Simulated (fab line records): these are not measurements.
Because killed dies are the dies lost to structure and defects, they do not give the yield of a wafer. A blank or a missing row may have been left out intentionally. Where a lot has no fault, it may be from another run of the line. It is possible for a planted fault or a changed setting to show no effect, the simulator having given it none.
Which tool was responsible? | flow sky130 | at 1 step of a route of 708, 7 lots with 21 wafers sampled

WHAT THE GAUGES READ, wafer by wafer
SKY_CAP2M_THK_MEAS_01.
lot  | measured     | on            | CAP2M_CVD_00_THK (nm)
L193 | day 40 04:44 | film metro-03 | 15.27 15.57 15.69
L197 | day 41 20:34 | film metro-02 | 15.54 15.93 15.90
L200 | day 42 12:05 | film metro-04 | 14.99 15.28 15.29
L201 | day 42 14:51 | film metro-02 | 15.08 15.31 15.19
L206 | day 44 15:38 | film metro-02 | 15.77 15.78 15.53
L205 | day 44 16:22 | film metro-03 | 15.65 16.03 15.10
L211 | day 46 07:04 | film metro-03 | 15.08 15.82 15.43

EACH LOT AND THE TOOL THAT RAN IT (in order: tool; ch and the chambers of the sampled wafers; start)
Record: no process step prior to these readings.

THE ANSWER, worked out from the rows above alone
Rule: the usual values come from the lots themselves. Put in order of their means at a reading, lots are off if they are a third of the lots or fewer, leave a main group of 4 or more, and stand apart from it by a gap of 3 or more times the standard deviation of the main group's means; of several such gaps the widest counts. The tables above print the reading to a certain number of digits; a main group whose means all agree to those digits is not used. A lot without any number at a reading at which 4 lots or more have one is off too. Where the step has rows for the other lots, those lots are counted as sound.
Nothing can be told from this: no lot is off at any reading shown.

WHAT THE SIMULATOR HAD INSERTED
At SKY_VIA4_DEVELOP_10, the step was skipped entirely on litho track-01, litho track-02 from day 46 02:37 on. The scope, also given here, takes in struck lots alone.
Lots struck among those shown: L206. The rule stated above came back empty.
